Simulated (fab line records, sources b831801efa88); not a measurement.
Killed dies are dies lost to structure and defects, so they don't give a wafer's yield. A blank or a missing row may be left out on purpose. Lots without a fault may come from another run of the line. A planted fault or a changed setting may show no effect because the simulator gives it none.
A struck lot beside a sound one | flow gf180mcu | 29 steps out of a route of 602
Sound: wafers L637.4, L637.5, L637.6. Struck: wafer L634.2. (L634.6 of the same lot was not struck and is left out.) The cause comes at the end.
At each step with rows: each side's tool, then ch and its chambers, then its first start. Under that, the readings that differ: sound wafers | struck wafers | difference of the means | sigmas: that difference in standard deviations of wafers without a fault.
alike: readings whose means differ by less than 2 such deviations, and words and numbers that are the same on both sides. not compared: withheld readings, readings that some wafer has no value for, bounds like >300 that may hide the same value, and numbers for which the record gives no deviation and whose values overlap.
The two part at a step that has a row with sigmas, a row that says differs or no value, or rows on one side only. Numbers that don't overlap but have no deviation are shown without sigmas and don't part them. A reading that every wafer of one side lacks parts them only if that side has two wafers or more.

first, 5 steps without rows for these wafers: GF_V3_ETCH_17 (etches SiO2 in C4F8/O2/Ar, stops on TiN, target depth 635 nm); GF_V3_STRIP_18 (strips in O2/N2); GF_V3_STRIP_19 (strips in post etch residue remover, time 1200 s); GF_V3_CLEAN_20 (cleans in DIW); GF_V3_SPUTTER_21 (material Ti, target thk 15 nm, time 80.02 s).
GF_V3_SPUTTER_22: material TiN, target thk 10 nm, time 40 s.
  sound on pvd_sputter-03, day 29 07:10; struck on pvd_sputter-04, day 28 02:47
  alike: throttle_valve_pct
then, 1 step without rows for these wafers: GF_V3_CVD_23 (deposits W, target thk 350 nm, time 104.9 s).
GF_V3_RS_MEAS_24: measures by four-point-probe.
  sound on film_metro-04, day 29 07:23; struck on film_metro-02, day 28 02:58
  alike: V3_W_RS
GF_V3_THK_MEAS_25: measures by xrf.
  sound on film_metro-04, day 29 07:28; struck on film_metro-02, day 28 03:04
  alike: V3_W_THK
GF_V3_CMP_26: polishes, stops on SiO2, t overpolish 15 s, target thk 0 nm.
  sound on cmp-01 ch 0,1,2, day 29 07:39; struck on cmp-02 ch 3, day 28 03:16
  alike: motor_current_A, overpolish_run_s, time_to_endpoint_s
then, 2 steps without rows for these wafers: GF_M4_SPUTTER_00 (material Ti, target thk 37.5 nm, time 150 s); GF_M4_SPUTTER_01 (material TiN, target thk 30 nm, time 25 s).
GF_M4_SPUTTER_02: material AlCu, target thk 450 nm, time 23.9 s.
  sound on pvd_sputter-04, day 29 07:56; struck on pvd_sputter-03, day 28 03:33
  reading                                 | sound             | struck | difference | sigmas
  model.AlCu_of_M4_SPUTTER_02.thk_nm (nm) | 441.4 454.2 445.2 | 363    | -84        |
  alike: throttle_valve_pct
GF_M4_SPUTTER_03: material Ti, target thk 10 nm, time 6.7 s.
  sound on pvd_sputter-04, day 29 07:58; struck on pvd_sputter-03, day 28 03:35
  alike: throttle_valve_pct
GF_M4_SPUTTER_04: material TiN, target thk 50 nm, time 41.7 s.
  sound on pvd_sputter-04, day 29 07:59; struck on pvd_sputter-03, day 28 03:36
  alike: throttle_valve_pct
GF_M4_RS_MEAS_05: measures by four-point-probe.
  sound on film_metro-03, day 29 08:05; struck on film_metro-03, day 28 03:40
  reading             | sound                | struck | difference | sigmas
  M4_ALCU_RS (ohm/sq) | 0.0710 0.0689 0.0703 | 0.0864 | +0.0163    | +18
GF_M4_THK_MEAS_06: measures by xrf.
  sound on film_metro-03, day 29 08:10; struck on film_metro-03, day 28 03:46
  reading          | sound       | struck | difference | sigmas
  M4_ALCU_THK (nm) | 439 452 442 | 361    | -83        | -11
then, 7 steps without rows for these wafers: GF_M4_DEHYDRATE_07 (time 60 s); GF_M4_HMDS_08 (prime time 60 s); GF_M4_COAT_09 (resist thk 1000 nm); GF_M4_SOFTBAKE_10 (time 60 s); GF_M4_EXPOSE_11 (exposes mask Metal4, target cd 280 nm); GF_M4_PEB_12 (peb time 90 s); GF_M4_DEVELOP_13 (develop time 60 s).
GF_M4_CD_MEAS_14: target cd 280 nm.
  sound on cd_sem-01, day 30 02:34; struck on cd_sem-02, day 29 06:58
  reading    | sound             | struck | difference | sigmas
  cd_nm (nm) | 280.8 280.5 280.7 | 278.0  | -2.7       | -2
GF_M4_OVL_MEAS_15:
  sound on overlay-02, day 30 02:38; struck on overlay-01, day 29 07:05
  alike: M4_OVL
GF_M4_METAL_ETCH_16: etches the open film in Cl2/BCl3, stops on SiO2, target depth 627.5 nm, time 104.6 s.
  sound on rie_metal-01 ch 0,1, day 30 02:43; struck on rie_metal-01 ch 1, day 29 07:07
  reading                | sound                | struck | difference                   | sigmas
  oes_product_au (a.u.)  | 0.964 0.981 0.960    | 0.891  | -0.077                       | -11
  rf_hours_counter_h (h) | - - -                | 3      | no value on the sound wafers |
  throttle_valve_pct (%) | 28.278 28.245 28.260 | 28.341 | +0.080                       | +7
  alike: drypump_motor_current_A, he_backside_leak_sccm
GF_M4_STRIP_17: strips in O2/N2.
  sound on plasma_asher-03 ch 0,1, day 30 02:51; struck on plasma_asher-01 ch 1, day 29 07:13
  reading                | sound | struck | difference                   | sigmas
  rf_hours_counter_h (h) | - - - | 112    | no value on the sound wafers |
  alike: drypump_motor_current_A, heater_power_w, oes_product_au, strip_time_to_endpoint_s
-- the record jumps here: 5 days lie between the struck wafers' starts before and after (it left off in module M4 and takes up again in module PASSIVATION, whose first step shown is number 602 of the route) --
GF_PASSIVATION_PROBE_99:
  sound on prober-01, day 34 15:32; struck on prober-02, day 33 22:50
  reading                      | sound                   | struck  | difference | sigmas
  model.etest.met4.line_ohm_um | 0.2612 0.2409 0.2622    | 0.3252  | +0.0704    |
  model.etest.met4.rs_ohm_sq   | 0.07307 0.07022 0.07253 | 0.08977 | +0.01783   |

WHERE THEY PART
First at GF_M4_RS_MEAS_05; last, within this record, at GF_M4_STRIP_17.

WHY: what the simulator had put in
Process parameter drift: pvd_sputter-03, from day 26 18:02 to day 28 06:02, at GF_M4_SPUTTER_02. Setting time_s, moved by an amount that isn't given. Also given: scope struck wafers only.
